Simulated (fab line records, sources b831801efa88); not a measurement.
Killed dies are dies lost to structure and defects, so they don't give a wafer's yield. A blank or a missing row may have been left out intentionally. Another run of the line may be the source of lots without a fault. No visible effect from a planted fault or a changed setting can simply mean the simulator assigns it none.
Chamber matching	flow gf180mcu	GF_V3_CMP_26 on cmp-01 has 4 sister chambers
The step polishes, stops on SiO2, t overpolish 15 s, target thk 0 nm. 4 wafers are shown with their chamber, then 12 later ones without.

EACH WAFER AND ITS CHAMBER
wafer	chamber	motorCurrentA (A)
L086.5	2	9.5
L087.2	0	11.9
L087.3	1	12.0
L087.5	3	8.6

WAFERS WITHOUT THEIR CHAMBER
wafer	motorCurrentA (A)
L088.3	11.5
L088.5	9.6
L088.6	8.6
L090.2	12.1
L090.4	11.6
L090.5	12.7
L091.3	11.5
L091.4	8.2
L091.5	11.3
L097.1	11.8
L097.3	9.3
L097.5	11.8

EACH ONE'S CHAMBER
wafer	from the rows above	in truth
L088.3	can't be placed: 0 or 1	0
L088.5	2	2
L088.6	3	3
L090.2	can't be placed: 1 or 0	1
L090.4	can't be placed: 0 or 1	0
L090.5	can't be placed: 1 or 0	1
L091.3	can't be placed: 0 or 1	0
L091.4	3	3
L091.5	can't be placed: 0 or 1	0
L097.1	can't be placed: 0 or 1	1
L097.3	can't be placed: 2 or 3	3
L097.5	can't be placed: 0 or 1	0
Placed correctly: 3 of 12. Can't be placed from these rows: 9 (the true chamber is among the candidates in 9). Number placed wrongly: 0.
How it was worked out, from the rows above alone: a wafer's distance from a chamber is the root of the sum, over the readings, of the square of ((its reading less the chamber's mean) divided by the reading's scatter). The wafer belongs to the nearest chamber; if the next one is less than 2 further off, it can't be placed. Each chamber's mean is taken over the wafers shown for it. The scatter: root of mean squared gap, hidden wafer to nearest shown wafer, with one shown wafer a chamber.
